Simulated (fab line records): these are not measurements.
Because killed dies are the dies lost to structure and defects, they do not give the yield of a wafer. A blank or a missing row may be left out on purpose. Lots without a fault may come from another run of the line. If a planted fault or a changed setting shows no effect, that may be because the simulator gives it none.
Chamber matching | flow gf180mcu | 3 sister chambers for GF_V5_CVD_02 on pecvd-02
The step deposits SiO2 from TEOS, target thk 1450 nm, time 163.28 s. 14 wafers are shown with their chamber, then 7 later ones without.

WAFERS WITH THEIR CHAMBER
wafer  | chamber | heater-power-w (W)
L227.1 | 1       | 634
L227.3 | 2       | 686
L227.5 | 2       | 794
L229.3 | 1       | 625
L229.5 | 1       | 678
L229.6 | 0       | 660
L233.3 | 1       | 648
L233.4 | 0       | 673
L233.5 | 2       | 843
L234.1 | 2       | 889
L234.3 | 0       | 523
L234.6 | 2       | 706
L242.3 | 2       | 796
L242.4 | 1       | 529

SIGNATURES (means of the wafers above)
reading        | chamber 0 | chamber 1 | chamber 2 | scatter within a chamber
heater-power-w | 618.67    | 622.80    | 785.67    | 71.9
Rule: for a wafer and a chamber, the distance is found by dividing, reading by reading, the gap between the wafer's reading and the chamber's mean by the reading's scatter, squaring, summing and taking the root. If the next closest chamber is less than 2 further off than the closest, the wafer can't be placed; otherwise it belongs to the closest. The scatter is the square root of a quotient: the sum, over the shown wafers, of each reading's squared deviation from its chamber's mean, divided by wafers minus chambers.

WAFERS MISSING THEIR CHAMBER
wafer  | heater-power-w (W)
L242.6 | 867
L248.3 | 618
L248.4 | 528
L248.5 | 505
L249.4 | 814
L249.5 | 657
L249.6 | 534

CHAMBER TAKEN BY EACH
wafer  | from the rows above          | in truth
L242.6 | 2                            | 2
L248.3 | can't be placed: 0 or 1      | 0
L248.4 | can't be placed: 0 or 1      | 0
L248.5 | can't be placed: 0 or 1      | 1
L249.4 | 2                            | 2
L249.5 | can't be placed: 1 or 0 or 2 | 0
L249.6 | can't be placed: 0 or 1      | 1
Correct placement for 2 of the 7. Unplaceable from these rows: 5, with the true chamber sitting among the candidates in 5. Number placed wrongly: 0.
